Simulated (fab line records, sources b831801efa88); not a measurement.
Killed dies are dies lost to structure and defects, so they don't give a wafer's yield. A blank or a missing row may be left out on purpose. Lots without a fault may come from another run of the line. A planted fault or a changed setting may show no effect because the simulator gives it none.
fab line records | flow sky130
record lots=5 wafers=15 last_day=49
route steps=708 shown FIELD_ISO@24 NWELL@32 DNWELL@35 PWDE@45
lots that met no fault: from a run of the same line without faults
start_h: hours from the record's first day to the start of the lot's first wafer shown | wait_h: hours since the lot's step before | " the same as in the row above | L1.1+2: a row that stands for several wafers | - no value, or no start given | * or withheld: withheld | < > ~ a bound
route shown NAME@n: a module of which the file shows steps, and the number in the route of the first | usual: mean/standard deviation of fault-free wafers | same: alike in all rows | chamber/n: place in a boat | sites: the reading at each site | _std_site: their standard deviation | _edge_site: outer sites' mean less inner sites' | radius_mm: how far each site lies from the wafer's centre | mask NAME#n: copy n | behind: the tool/chamber that last shaped the wafer | hold: why the lot was held/for how many hours/how that ended | device: the transistor (n, p or np) that didn't switch | end of line: the same wafers' tests at the end of the route | a step without rows: its recipe alone | killed: dies lost to structure and defects at the first sort, not the wafer's yield | map: a wafer's dies, x killed, . not, _ none there
set.NAME: the setting as run; set.NAME@STEP: as run at that earlier step | model.NAME: the simulator's own value behind a step, which no gauge read
lots at some steps of the route; a table a step, a row a wafer
services: from which hour (start_h, from the record's first day; less than 0 if before it) a tool's chamber was out of use, for how many hours, and why
## steps
# step SKY_FIELD_ISO_THK_MEAS_23
# recipe reads=SiO2_of_FIELD_ISO_OXIDATION_22
# usual FIELD_ISO_OXIDATION_01_THK=10.01/0.15
# columns lot.wafer tool chamber start_h wait_h FIELD_ISO_OXIDATION_01_THK[nm]
L078.1 film_metro-03 - 51.17 0.0 9.80
L078.3 " - " " 9.83
L078.4 " - " " 9.97
L079.1 film_metro-02 - 62.29 0.0 10.13
L079.3 " - " " 10.00
L079.5 " - " " 10.05
L081.1 film_metro-03 - 75.01 0.0 10.11
L081.2 " - " " 10.28
L081.4 " - " " 10.22
L086.1 film_metro-02 - 97.26 0.0 10.04
L086.3 " - " " 10.15
L086.6 " - " " 10.20
L091.1 film_metro-02 - 120.91 0.0 10.24
L091.4 " - " " 10.09
L091.5 " - " " 10.09
# step SKY_FIELD_ISO_CVD_24
# recipe material=SiO2 target_thk_nm=595 temp_c=650 sigma_open_frac=0.3 time_s=99.2 sih4_flow_sccm=60 pressure_mtorr=6
# usual sih4_flow_sccm=60.05/0.19
# columns lot.wafer tool chamber start_h wait_h sih4_flow_sccm
L078.1 hdpcvd-02 1 51.31 0.1 60.13
L078.3 " 0 " " 60.10
L078.4 " 2 " " 60.02
L079.1 hdpcvd-02 1 62.35 0.1 60.07
L079.3 " 2 " " 60.09
L079.5 " 2 " " 60.25
L081.1 hdpcvd-01 0 75.07 0.1 60.04
L081.2 " 2 " " 60.04
L081.4 " 0 " " 60.09
L086.1 hdpcvd-02 1 97.32 0.1 59.93
L086.3 " 0 " " 59.71
L086.6 " 1 " " 60.18
L091.1 hdpcvd-02 0 120.97 0.1 60.45
L091.4 " 0 " " 60.21
L091.5 " 1 " " 60.09
# step SKY_FIELD_ISO_THK_MEAS_25
# recipe reads=SiO2_of_FIELD_ISO_CVD_24
# usual FIELD_ISO_CVD_24_THK=595/7.6
# columns lot.wafer tool chamber start_h wait_h FIELD_ISO_CVD_24_THK[nm]
L078.1 film_metro-03 - 51.38 0.0 592
L078.3 " - " " 591
L078.4 " - " " 596
L079.1 film_metro-03 - 62.42 0.0 591
L079.3 " - " " 589
L079.5 " - " " 589
L081.1 film_metro-03 - 75.14 0.0 590
L081.2 " - " " 607
L081.4 " - " " 595
L086.1 film_metro-03 - 97.39 0.0 600
L086.3 " - " " 599
L086.6 " - " " 602
L091.1 film_metro-03 - 121.04 0.0 596
L091.4 " - " " 591
L091.5 " - " " 592
# step SKY_FIELD_ISO_ANNEAL_26
# recipe temp_c=1000 time_s=1800 ambient=N2
# usual spike_tc_top_C=1007.6/2.6 zone_power_lower_pct=24.4/0.34
# columns lot.wafer tool chamber start_h wait_h spike_tc_top_C zone_power_lower_pct
L078.1 furnace-02 0 58.21 6.8 1009.8 24.7
L078.3 " 0 " " 1011.4 24.6
L078.4 " 0 " " 1010.3 24.6
L079.1 furnace-02 0 70.83 8.4 1009.7 24.8
L079.3 " 0 " " 1009.4 24.8
L079.5 " 0 " " 1008.7 24.7
L081.1 furnace-02 0 80.50 5.3 1010.4 24.8
L081.2 " 0 " " 1010.5 24.5
L081.4 " 0 " " 1009.5 24.7
L086.1 furnace-01 0 100.12 2.7 1004.4 23.9
L086.3 " 0 " " 1004.7 24.2
L086.6 " 0 " " 1004.7 23.8
L091.1 furnace-01 0 122.30 1.3 1005.6 24.1
L091.4 " 0 " " 1005.1 24.0
L091.5 " 0 " " 1005.8 24.3
# step SKY_FIELD_ISO_CMP_27
# recipe stop_on=Si3N4 t_overpolish_s=16 down_force_psi=4 platen_rpm=60 target_thk_nm=457.8 pad_velocity_m_s=0.94248
# usual motor_current_A=12.0/1 overpolish_run_s=16.001/0.0088 time_to_endpoint_s=112/5.1
# same t_overpolish_s=16
# columns lot.wafer tool chamber start_h wait_h motor_current_A overpolish_run_s time_to_endpoint_s
L078.3 cmp-01 1 60.01 0.3 12.7 16.012 105
L078.1 " 3 " " 12.8 16.013 112
L078.4 " 0 " " 11.8 16.002 114
L079.1 cmp-02 2 72.33 0.0 12.6 15.994 111
L079.3 " 0 " " 10.9 15.997 110
L079.5 " 3 " " 12.5 16.016 110
L081.2 cmp-02 1 82.29 0.3 12.0 16.008 118
L081.4 " 2 " " 12.1 15.997 104
L081.1 " 3 " " 12.7 16.006 104
L086.1 cmp-01 1 101.62 0.0 13.1 16.013 102
L086.3 " 0 " " 11.4 15.994 116
L086.6 " 1 " " 13.2 15.994 104
L091.1 cmp-01 0 123.80 0.0 11.1 15.998 109
L091.4 " 2 " " 10.7 16.001 108
L091.5 " 0 " " 11.0 16.008 107
# step SKY_FIELD_ISO_WET_ETCH_28
# recipe chemistry=dHF target_depth_nm=23.7 target=SiO2 dilution=10:1 temp_c=25 time_s=47
# columns lot.wafer tool chamber start_h wait_h
L078.1+3+4 wet_bench-04 0 60.31 0.1
L079.1+3+5 wet_bench-02 1 72.63 0.2
L081.1+2+4 wet_bench-04 2 82.59 0.1
L086.1+3+6 wet_bench-04 3 101.92 0.2
L091.1+4+5 wet_bench-01 1 124.10 0.2
# step SKY_FIELD_ISO_WET_ETCH_29
# recipe chemistry=H3PO4 target_depth_nm=160 target=Si3N4 temp_c=160 time_s=1825
# columns lot.wafer tool chamber start_h wait_h
L078.1+3+4 wet_bench-02 1 60.33 0.0
L079.1+3+5 wet_bench-04 0 72.65 0.0
L081.1+2+4 wet_bench-01 0 82.61 0.0
L086.1+3+6 wet_bench-02 0 101.94 0.0
L091.1+4+5 wet_bench-04 0 124.13 0.0
# step SKY_FIELD_ISO_WET_ETCH_30
# recipe chemistry=dHF target_depth_nm=25 target=SiO2 dilution=10:1 temp_c=25 time_s=50
# columns lot.wafer tool chamber start_h wait_h
L078.1+3+4 wet_bench-04 0 60.85 0.0
L079.1+3+5 wet_bench-02 3 73.21 0.0
L081.1+2+4 wet_bench-04 1 83.13 0.0
L086.1+3+6 wet_bench-04 0 102.46 0.0
L091.1+4+5 wet_bench-02 1 124.69 0.0
# step SKY_NWELL_CLEAN_00
# recipe chemistry=SC1/SC2 mix=1:4:20 temp_c=70 time_s=150 dry=n2_spin
# columns lot.wafer tool chamber start_h wait_h
L078.1+3+4 wet_bench-02 3 60.87 0.0
L079.1+3+5 wet_bench-04 3 73.23 0.0
L081.1+2+4 wet_bench-01 2 83.15 0.0
L086.1+3+6 wet_bench-01 3 102.48 0.0
L091.1+4+5 wet_bench-04 1 124.71 0.0
# step SKY_NWELL_OXIDATION_01
# recipe temp_c=900 ambient=O2 stabilise_s=600 purge_s=300 target_thk_a=100 ox_time_s=1418
# usual spike_tc_top_C=909.5/2.6 zone_power_lower_pct=19.28/0.26
# columns lot.wafer tool chamber start_h wait_h spike_tc_top_C zone_power_lower_pct
L078.1 furnace-02 0 65.05 4.1 910.1 19.32
L078.3 " 0 " " 909.0 19.41
L078.4 " 0 " " 910.2 19.47
L079.1 furnace-02 0 76.42 3.1 912.4 19.81
L079.3 " 0 " " 911.4 19.33
L079.5 " 0 " " 911.7 19.20
L081.1 furnace-02 0 88.81 5.6 911.3 19.50
L081.2 " 0 " " 911.3 19.40
L081.4 " 0 " " 910.4 19.16
L086.1 furnace-02 0 103.80 1.3 910.4 19.23
L086.3 " 0 " " 911.3 19.36
L086.6 " 0 " " 911.2 19.28
L091.1 furnace-02 0 128.64 3.9 910.5 19.28
L091.4 " 0 " " 911.1 19.54
L091.5 " 0 " " 910.1 19.56
# step SKY_NWELL_THK_MEAS_02
# recipe reads=SiO2_of_NWELL_OXIDATION_01
# usual NWELL_OXIDATION_THK=10.18/0.2
# columns lot.wafer tool chamber start_h wait_h NWELL_OXIDATION_THK[nm]
L078.1 film_metro-04 - 66.45 0.0 10.19
L078.3 " - " " 10.38
L078.4 " - " " 10.04
L079.1 film_metro-04 - 77.81 0.0 10.42
L079.3 " - " " 10.47
L079.5 " - " " 10.40
L081.1 film_metro-01 - 90.21 0.0 10.46
L081.2 " - " " 10.43
L081.4 " - " " 10.39
L086.1 film_metro-02 - 105.19 0.0 10.18
L086.3 " - " " 10.33
L086.6 " - " " 10.23
L091.1 film_metro-04 - 130.03 0.0 10.45
L091.4 " - " " 10.37
L091.5 " - " " 10.42
# step SKY_DNWELL_DEHYDRATE_00
# recipe temp_c=200 time_s=60
# columns lot.wafer tool chamber start_h wait_h
L078.1+3+4 litho_track-02 0 74.18 7.7
L079.1+3+5 litho_track-01 0 84.23 6.4
L081.1+2+4 litho_track-01 0 97.73 7.5
L086.1+3+6 litho_track-01 0 113.13 7.9
L091.1+4+5 litho_track-03 0 138.86 8.8
# step SKY_DNWELL_HMDS_01
# recipe prime_time_s=60 prime_temp_c=120
# columns lot.wafer tool chamber start_h wait_h
L078.1+3+4 litho_track-02 0 74.33 0.1
L079.1+3+5 litho_track-01 0 84.38 0.1
L081.1+2+4 litho_track-01 0 97.88 0.1
L086.1+3+6 litho_track-01 0 113.28 0.1
L091.1+4+5 litho_track-03 0 139.01 0.1
# step SKY_DNWELL_COAT_02
# recipe spin_rpm=2000 resist_thk_nm=3000
# columns lot.wafer tool chamber start_h wait_h
L078.1+3+4 litho_track-02 0 74.48 0.1
L079.1+3+5 litho_track-01 0 84.53 0.1
L081.1+2+4 litho_track-01 0 98.03 0.1
L086.1+3+6 litho_track-01 0 113.43 0.1
L091.1+4+5 litho_track-03 0 139.16 0.1
# step SKY_DNWELL_SOFTBAKE_03
# recipe temp_c=110 time_s=withheld
# columns lot.wafer tool chamber start_h wait_h
L078.1+3+4 litho_track-02 0 74.63 0.1
L079.1+3+5 litho_track-01 0 84.68 0.1
L081.1+2+4 litho_track-01 0 98.18 0.1
L086.1+3+6 litho_track-01 0 113.58 0.1
L091.1+4+5 litho_track-03 0 139.31 0.1
# step SKY_DNWELL_EXPOSE_04
# recipe mask_id=DNM na=0.57 target_cd_nm=3000 dose_mj=222
# same na=0.57
# columns lot.wafer tool chamber start_h wait_h mask
L078.1+3+4 iline_stepper-01 0 - - DNM#0
L079.1+3+5 iline_stepper-02 0 - - DNM#0
L081.1+2+4 iline_stepper-01 0 - - DNM#0
L086.1+3+6 iline_stepper-02 0 - - DNM#0
L091.1+4+5 iline_stepper-02 0 - - DNM#0
# step SKY_DNWELL_PEB_05
# recipe temp_c=115 time_s=withheld
# columns lot.wafer tool chamber start_h wait_h
L078.1+3+4 litho_track-02 0 - -
L079.1+3+5 litho_track-01 0 - -
L081.1+2+4 litho_track-03 0 - -
L086.1+3+6 litho_track-01 0 - -
L091.1+4+5 litho_track-01 0 - -
# step SKY_DNWELL_DEVELOP_06
# recipe wall_angle_deg=90 developer=TMAH develop_time_s=60 dev_temp_c=23
# same develop_time_s=60
# columns lot.wafer tool chamber start_h wait_h
L078.1+3+4 litho_track-02 0 - -
L079.1+3+5 litho_track-01 0 - -
L081.1+2+4 litho_track-03 0 - -
L086.1+3+6 litho_track-01 0 - -
L091.1+4+5 litho_track-01 0 - -
# step SKY_DNWELL_IMPLANT_07
# recipe species=P energy_kev=withheld dose_cm2=withheld tilt_deg=withheld
# columns lot.wafer tool chamber start_h wait_h
L078.1+3+4 implanter-03 0 82.33 -
L079.1+3+5 implanter-03 0 92.93 -
L081.1+2+4 implanter-03 0 106.86 -
L086.1+3+6 implanter-03 0 122.93 -
L091.1+4+5 implanter-03 0 148.28 -
# step SKY_DNWELL_STRIP_08
# recipe chemistry=O2/N2 power_w=1400 pressure_mtorr=1500 platen_temp_c=withheld o2_flow_sccm=3000 n2_flow_sccm=300 overash_fraction=0.5
# usual drypump_motor_current_A=6.0/0.37 n2_flow_sccm=300.0/0.91 oes_product_au=0.722/0.0047 strip_time_to_endpoint_s=36.92/0.11
# columns lot.wafer tool chamber start_h wait_h drypump_motor_current_A n2_flow_sccm oes_product_au rf_hours_counter_h strip_time_to_endpoint_s
L078.1 plasma_asher-02 1 82.48 0.1 5.6 299.9 0.725 41 36.89
L078.3 " 0 " " 5.6 300.3 0.720 - 36.88
L078.4 " 1 " " 5.6 299.4 0.729 - 36.83
L079.1 plasma_asher-01 1 93.08 0.1 6.2 300.6 0.728 40 37.02
L079.3 " 1 " " 6.2 300.0 0.714 - 36.92
L079.5 " 0 " " 5.5 301.5 0.718 - 36.92
L081.1 plasma_asher-02 0 107.01 0.1 5.6 299.4 0.721 43 36.84
L081.2 " 1 " " 5.6 298.9 0.725 43 36.84
L081.4 " 1 " " 5.6 299.2 0.723 - 36.73
L086.1 plasma_asher-03 0 123.08 0.1 6.5 298.9 0.725 31 36.68
L086.3 " 1 " " 6.0 300.5 0.723 - 36.67
L086.6 " 1 " " 6.0 300.6 0.716 - 36.79
L091.1 plasma_asher-03 1 148.43 0.1 6.0 300.1 0.723 34 36.81
L091.4 " 0 " " 6.5 299.5 0.731 - 36.92
L091.5 " 0 " " 6.4 301.1 0.725 - 36.90
# step SKY_DNWELL_TW_MEAS_09
# usual DNWELL_TW=1120/6.7
# columns lot.wafer tool chamber start_h wait_h DNWELL_TW
L078.1 film_metro-04 - 82.58 0.1 1123
L078.3 " - " " 1114
L078.4 " - " " 1121
L079.1 film_metro-04 - 93.18 0.1 1124
L079.3 " - " " 1114
L079.5 " - " " 1115
L081.1 film_metro-02 - 107.11 0.1 1127
L081.2 " - " " 1132
L081.4 " - " " 1127
L086.1 film_metro-02 - 123.18 0.1 1130
L086.3 " - " " 1130
L086.6 " - " " 1132
L091.1 film_metro-04 - 148.53 0.1 1124
L091.4 " - " " 1125
L091.5 " - " " 1128
# step SKY_PWDE_DEHYDRATE_00
# recipe temp_c=200 time_s=60
# columns lot.wafer tool chamber start_h wait_h
L078.1+3+4 litho_track-02 0 89.78 7.2
L079.1+3+5 litho_track-01 0 101.23 8.0
L081.1+2+4 litho_track-04 0 115.66 8.5
L086.1+3+6 litho_track-02 0 131.63 8.4
L091.1+4+5 litho_track-01 0 157.78 9.2
# step SKY_PWDE_HMDS_01
# recipe prime_time_s=60 prime_temp_c=120
# columns lot.wafer tool chamber start_h wait_h
L078.1+3+4 litho_track-02 0 89.93 0.1
L079.1+3+5 litho_track-01 0 101.38 0.1
L081.1+2+4 litho_track-04 0 115.81 0.1
L086.1+3+6 litho_track-02 0 131.78 0.1
L091.1+4+5 litho_track-01 0 157.93 0.1
# step SKY_PWDE_COAT_02
# recipe spin_rpm=2000 resist_thk_nm=3000
# columns lot.wafer tool chamber start_h wait_h
L078.1+3+4 litho_track-02 0 90.08 0.1
L079.1+3+5 litho_track-01 0 101.53 0.1
L081.1+2+4 litho_track-04 0 115.96 0.1
L086.1+3+6 litho_track-02 0 131.93 0.1
L091.1+4+5 litho_track-01 0 158.08 0.1
# step SKY_PWDE_SOFTBAKE_03
# recipe temp_c=110 time_s=withheld
# columns lot.wafer tool chamber start_h wait_h
L078.1+3+4 litho_track-02 0 90.23 0.1
L079.1+3+5 litho_track-01 0 101.68 0.1
L081.1+2+4 litho_track-04 0 116.11 0.1
L086.1+3+6 litho_track-02 0 132.08 0.1
L091.1+4+5 litho_track-01 0 158.23 0.1
# step SKY_PWDE_EXPOSE_04
# recipe mask_id=PWDEM na=0.6 source_shape=conventional sigma_outer=0.6 polarization=unpolarized target_cd_nm=840 dose_mj=218.2
# same na=0.6
# columns lot.wafer tool chamber start_h wait_h mask
L078.1+3+4 iline_stepper-02 0 - - PWDEM#0
L079.1+3+5 iline_stepper-01 0 - - PWDEM#0
L081.1+2+4 iline_stepper-01 0 - - PWDEM#0
L086.1+3+6 iline_stepper-02 0 - - PWDEM#0
L091.1+4+5 iline_stepper-02 0 - - PWDEM#0
# step SKY_PWDE_PEB_05
# recipe temp_c=115 time_s=withheld
# columns lot.wafer tool chamber start_h wait_h
L078.1+3+4 litho_track-04 0 - -
L079.1+3+5 litho_track-04 0 - -
L081.1+2+4 litho_track-04 0 - -
L086.1+3+6 litho_track-04 0 - -
L091.1+4+5 litho_track-02 0 - -
# step SKY_PWDE_DEVELOP_06
# recipe wall_angle_deg=90 developer=TMAH develop_time_s=60 dev_temp_c=23
# same develop_time_s=60
# columns lot.wafer tool chamber start_h wait_h
L078.1+3+4 litho_track-04 0 - -
L079.1+3+5 litho_track-04 0 - -
L081.1+2+4 litho_track-04 0 - -
L086.1+3+6 litho_track-04 0 - -
L091.1+4+5 litho_track-02 0 - -
# step SKY_PWDE_OVL_MEAS_07
# usual PWDE_OVL=-0.6/1.6
# columns lot.wafer tool chamber start_h wait_h PWDE_OVL[nm]
L078.1 overlay-01 - 98.11 - -1.7
L078.3 " - " " -2.4
L078.4 " - " " -3.3
L079.1 overlay-01 - 110.41 - 1.9
L079.3 " - " " 1.1
L079.5 " - " " 1.5
L081.1 overlay-01 - 125.31 - -0.4
L081.2 " - " " 1.8
L081.4 " - " " 1.1
L086.1 overlay-02 - 140.91 - -1.6
L086.3 " - " " -3.1
L086.6 " - " " -4.3
L091.1 overlay-01 - 168.03 - -1.9
L091.4 " - " " -1.1
L091.5 " - " " -2.2
# step SKY_PWDE_IMPLANT_08
# recipe species=B energy_kev=150 dose_cm2=3.6e+12 tilt_deg=withheld
# columns lot.wafer tool chamber start_h wait_h
L078.1+3+4 implanter-02 0 98.15 0.0
L079.1+3+5 implanter-02 0 110.45 0.0
L081.1+2+4 implanter-01 0 125.35 0.0
L086.1+3+6 implanter-01 0 140.94 0.0
L091.1+4+5 implanter-04 0 168.06 0.0
# step SKY_PWDE_STRIP_09
# recipe chemistry=O2/N2 power_w=1400 pressure_mtorr=1500 platen_temp_c=withheld o2_flow_sccm=3000 n2_flow_sccm=300 overash_fraction=0.5
# usual drypump_motor_current_A=5.9/0.39 n2_flow_sccm=300.0/0.9 oes_product_au=0.722/0.0049 strip_time_to_endpoint_s=36.94/0.1
# columns lot.wafer tool chamber start_h wait_h drypump_motor_current_A n2_flow_sccm oes_product_au rf_hours_counter_h strip_time_to_endpoint_s
L078.1 plasma_asher-04 0 98.30 0.1 6.1 299.3 0.727 41 36.92
L078.3 " 1 " " 5.3 300.1 0.722 - 36.90
L078.4 " 0 " " 6.0 299.0 0.727 - 36.89
L079.1 plasma_asher-03 0 110.60 0.1 6.5 300.5 0.729 30 36.76
L079.3 " 0 " " 6.5 301.1 0.719 - 36.67
L079.5 " 1 " " 6.1 298.7 0.718 - 36.71
L081.1 plasma_asher-04 0 125.50 0.1 6.1 301.7 0.721 44 37.05
L081.2 " 1 " " 5.4 299.6 0.730 44 36.88
L081.4 " 0 " " 6.1 301.3 0.730 - 36.93
L086.1 plasma_asher-04 1 141.09 0.1 5.3 299.3 0.723 46 36.96
L086.3 " 0 " " 6.0 299.5 0.729 - 37.05
L086.6 " 0 " " 6.0 300.0 0.717 - 37.10
L091.1 plasma_asher-03 0 168.21 0.1 6.5 301.4 0.721 36 37.04
L091.4 " 0 " " 6.4 299.8 0.732 - 36.90
L091.5 " 1 " " 6.0 301.2 0.717 - 36.95
# step SKY_PWDE_TW_MEAS_10
# usual PWDE_TW=376.7/2.4
# columns lot.wafer tool chamber start_h wait_h PWDE_TW
L078.1 film_metro-04 - 98.40 0.1 374.3
L078.3 " - " " 374.6
L078.4 " - " " 374.9
L079.1 film_metro-01 - 110.70 0.1 374.5
L079.3 " - " " 373.6
L079.5 " - " " 372.7
L081.1 film_metro-02 - 125.60 0.1 380.3
L081.2 " - " " 380.1
L081.4 " - " " 378.3
L086.1 film_metro-04 - 141.19 0.1 375.9
L086.3 " - " " 377.1
L086.6 " - " " 373.4
L091.1 film_metro-04 - 168.31 0.1 375.7
L091.4 " - " " 376.7
L091.5 " - " " 376.6
# step SKY_NWELL_DEHYDRATE_03
# recipe temp_c=200 time_s=60
# columns lot.wafer tool chamber start_h wait_h
L078.1+3+4 litho_track-01 0 105.93 7.5
L079.1+3+5 litho_track-04 0 119.41 8.7
L081.1+2+4 litho_track-03 0 133.71 8.1
L086.1+3+6 litho_track-03 0 149.46 8.3
L091.1+4+5 litho_track-04 0 178.31 10.0
# step SKY_NWELL_HMDS_04
# recipe prime_time_s=60 prime_temp_c=120
# columns lot.wafer tool chamber start_h wait_h
L078.1+3+4 litho_track-01 0 106.08 0.1
L079.1+3+5 litho_track-04 0 119.56 0.1
L081.1+2+4 litho_track-03 0 133.86 0.1
L086.1+3+6 litho_track-03 0 149.61 0.1
L091.1+4+5 litho_track-04 0 178.46 0.1
# step SKY_NWELL_COAT_05
# recipe spin_rpm=2000 resist_thk_nm=3000
# columns lot.wafer tool chamber start_h wait_h
L078.1+3+4 litho_track-01 0 106.23 0.1
L079.1+3+5 litho_track-04 0 119.71 0.1
L081.1+2+4 litho_track-03 0 134.01 0.1
L086.1+3+6 litho_track-03 0 149.76 0.1
L091.1+4+5 litho_track-04 0 178.61 0.1
# step SKY_NWELL_SOFTBAKE_06
# recipe temp_c=110 time_s=withheld
# columns lot.wafer tool chamber start_h wait_h
L078.1+3+4 litho_track-01 0 106.38 0.1
L079.1+3+5 litho_track-04 0 119.86 0.1
L081.1+2+4 litho_track-03 0 134.16 0.1
L086.1+3+6 litho_track-03 0 149.91 0.1
L091.1+4+5 litho_track-04 0 178.76 0.1
# step SKY_NWELL_EXPOSE_07
# recipe mask_id=NWM na=0.6 source_shape=conventional sigma_outer=0.6 polarization=unpolarized target_cd_nm=840 dose_mj=255
# same na=0.6
# columns lot.wafer tool chamber start_h wait_h mask
L078.1+3+4 iline_stepper-01 0 - - NWM#0
L079.1+3+5 iline_stepper-02 0 - - NWM#0
L081.1+2+4 iline_stepper-01 0 - - NWM#0
L086.1+3+6 iline_stepper-01 0 - - NWM#0
L091.1+4+5 iline_stepper-01 0 - - NWM#0
# step SKY_NWELL_PEB_08
# recipe temp_c=115 time_s=withheld
# columns lot.wafer tool chamber start_h wait_h
L078.1+3+4 litho_track-03 0 - -
L079.1+3+5 litho_track-04 0 - -
L081.1+2+4 litho_track-03 0 - -
L086.1+3+6 litho_track-01 0 - -
L091.1+4+5 litho_track-04 0 - -
# step SKY_NWELL_DEVELOP_09
# recipe wall_angle_deg=90 developer=TMAH develop_time_s=60 dev_temp_c=23
# same develop_time_s=60
# columns lot.wafer tool chamber start_h wait_h
L078.1+3+4 litho_track-03 0 - -
L079.1+3+5 litho_track-04 0 - -
L081.1+2+4 litho_track-03 0 - -
L086.1+3+6 litho_track-01 0 - -
L091.1+4+5 litho_track-04 0 - -
# step SKY_NWELL_OVL_MEAS_10
# usual NWELL_00_OVL=-0.4/1.6
# columns lot.wafer tool chamber start_h wait_h NWELL_00_OVL[nm]
L078.1 overlay-02 - 115.91 - -2.1
L078.3 " - " " -0.9
L078.4 " - " " -0.1
L079.1 overlay-01 - 129.41 - -0.4
L079.3 " - " " 4.1
L079.5 " - " " 0.1
L081.1 overlay-01 - 144.01 - -1.9
L081.2 " - " " 0.2
L081.4 " - " " -2.0
L086.1 overlay-01 - 159.43 - 0.6
L086.3 " - " " 0.3
L086.6 " - " " 1.9
L091.1 overlay-02 - 189.71 - -1.3
L091.4 " - " " -0.8
L091.5 " - " " -2.6
# step SKY_NWELL_IMPLANT_11
# recipe species=P energy_kev=400 dose_cm2=1.9e+13 tilt_deg=withheld
# columns lot.wafer tool chamber start_h wait_h
L078.1+3+4 implanter-04 0 115.94 0.0
L079.1+3+5 implanter-03 0 129.44 0.0
L081.1+2+4 implanter-02 0 144.04 0.0
L086.1+3+6 implanter-03 0 159.47 0.0
L091.1+4+5 implanter-04 0 189.74 0.0
# step SKY_NWELL_IMPLANT_12
# recipe species=P energy_kev=120 dose_cm2=1.3e+12 tilt_deg=withheld
# columns lot.wafer tool chamber start_h wait_h
L078.1+3+4 implanter-04 0 116.09 0.1
L079.1+3+5 implanter-03 0 129.59 0.1
L081.1+2+4 implanter-02 0 144.19 0.1
L086.1+3+6 implanter-03 0 159.62 0.1
L091.1+4+5 implanter-04 0 189.89 0.1
# step SKY_NWELL_IMPLANT_13
# recipe species=P energy_kev=50 dose_cm2=7e+11 tilt_deg=withheld
# columns lot.wafer tool chamber start_h wait_h
L078.1+3+4 implanter-04 0 116.24 0.1
L079.1+3+5 implanter-03 0 129.74 0.1
L081.1+2+4 implanter-02 0 144.34 0.1
L086.1+3+6 implanter-03 0 159.77 0.1
L091.1+4+5 implanter-04 0 190.04 0.1
# step SKY_NWELL_STRIP_14
# recipe chemistry=O2/N2 power_w=1400 pressure_mtorr=1500 platen_temp_c=withheld o2_flow_sccm=3000 n2_flow_sccm=300 overash_fraction=0.5
# usual drypump_motor_current_A=5.7/0.31 n2_flow_sccm=300.0/0.92 oes_product_au=0.723/0.0049 strip_time_to_endpoint_s=36.95/0.093
# columns lot.wafer tool chamber start_h wait_h drypump_motor_current_A n2_flow_sccm oes_product_au rf_hours_counter_h strip_time_to_endpoint_s
L078.1 plasma_asher-04 0 116.39 0.1 6.0 301.1 0.724 43 36.83
L078.3 " 0 " " 6.0 301.4 0.725 - 36.86
L078.4 " 1 " " 5.3 298.4 0.725 - 36.75
L079.1 plasma_asher-04 1 129.89 0.1 5.4 300.9 0.724 44 36.94
L079.3 " 1 " " 5.3 299.4 0.728 - 37.08
L079.5 " 0 " " 6.0 300.9 0.727 - 36.95
L081.1 plasma_asher-04 0 144.49 0.1 6.0 299.9 0.726 46 36.97
L081.2 " 1 " " 5.4 301.3 0.720 46 36.95
L081.4 " 1 " " 5.4 299.1 0.722 - 36.99
L086.1 plasma_asher-01 1 159.92 0.1 6.2 300.0 0.727 5 37.07
L086.3 " 0 " " 5.5 299.9 0.719 - 36.88
L086.6 " 1 " " 6.2 299.2 0.731 - 37.04
L091.1 plasma_asher-01 0 190.19 0.1 5.5 300.9 0.714 8 36.91
L091.4 " 0 " " 5.5 300.4 0.728 - 36.99
L091.5 " 0 " " 5.5 301.3 0.723 - 36.86
# step SKY_NWELL_TW_MEAS_15
# usual NWELL_TW=1833/12
# columns lot.wafer tool chamber start_h wait_h NWELL_TW
L078.1 film_metro-01 - 116.49 0.1 1828
L078.3 " - " " 1822
L078.4 " - " " 1815
L079.1 film_metro-01 - 129.99 0.1 1836
L079.3 " - " " 1839
L079.5 " - " " 1842
L081.1 film_metro-04 - 144.59 0.1 1823
L081.2 " - " " 1834
L081.4 " - " " 1832
L086.1 film_metro-04 - 160.04 0.1 1823
L086.3 " - " " 1832
L086.6 " - " " 1831
L091.1 film_metro-04 - 190.29 0.1 1830
L091.4 " - " " 1839
L091.5 " - " " 1829
# step SKY_NWELL_DEHYDRATE_16
# recipe temp_c=200 time_s=60
# columns lot.wafer tool chamber start_h wait_h
L078.1+3+4 litho_track-04 0 125.31 8.8
L079.1+3+5 litho_track-01 0 138.48 8.5
L081.1+2+4 litho_track-03 0 153.61 9.0
L086.1+3+6 litho_track-03 0 169.21 9.2
L091.1+4+5 litho_track-04 0 200.71 10.4
# step SKY_NWELL_HMDS_17
# recipe prime_time_s=60 prime_temp_c=120
# columns lot.wafer tool chamber start_h wait_h
L078.1+3+4 litho_track-04 0 125.46 0.1
L079.1+3+5 litho_track-01 0 138.63 0.1
L081.1+2+4 litho_track-03 0 153.76 0.1
L086.1+3+6 litho_track-03 0 169.36 0.1
L091.1+4+5 litho_track-04 0 200.86 0.1
# step SKY_NWELL_COAT_18
# recipe spin_rpm=2000 resist_thk_nm=3000
# columns lot.wafer tool chamber start_h wait_h
L078.1+3+4 litho_track-04 0 125.61 0.1
L079.1+3+5 litho_track-01 0 138.78 0.1
L081.1+2+4 litho_track-03 0 153.91 0.1
L086.1+3+6 litho_track-03 0 169.51 0.1
L091.1+4+5 litho_track-04 0 201.01 0.1
# step SKY_NWELL_SOFTBAKE_19
# recipe temp_c=110 time_s=withheld
# columns lot.wafer tool chamber start_h wait_h
L078.1+3+4 litho_track-04 0 125.76 0.1
L079.1+3+5 litho_track-01 0 138.93 0.1
L081.1+2+4 litho_track-03 0 154.06 0.1
L086.1+3+6 litho_track-03 0 169.66 0.1
L091.1+4+5 litho_track-04 0 201.16 0.1
## services
# columns tool chamber start_h hours kind
cmp-01 - 33.31 0.7 repair
iline_stepper-01 - 34.80 6.3 repair
iline_stepper-01 - 42.79 1.7 pm
plasma_asher-04 - 59.15 2.8 pm
plasma_asher-04 - 62.91 2.1 repair
cmp-01 - 64.07 4.0 pm
hdpcvd-02 - 66.75 15.0 pm
hdpcvd-02 1 75.06 7.8 repair
cmp-01 - 81.02 4.8 pm
implanter-04 - 89.64 1.8 repair
wet_bench-01 - 106.44 1.9 pm
plasma_asher-01 - 108.75 9.0 pm
implanter-04 - 116.39 30.5 pm
furnace-02 - 122.98 4.1 pm
cmp-01 - 134.76 2.7 repair
iline_stepper-02 - 149.31 4.4 pm
implanter-04 - 150.60 4.2 repair
plasma_asher-04 - 158.49 7.1 repair
iline_stepper-01 - 162.47 2.1 pm
plasma_asher-04 - 165.04 4.0 repair
wet_bench-01 - 169.25 3.4 repair
implanter-04 - 175.38 2.6 repair
implanter-02 - 181.94 1.7 repair
plasma_asher-03 - 199.98 0.7 repair
## key
fault none
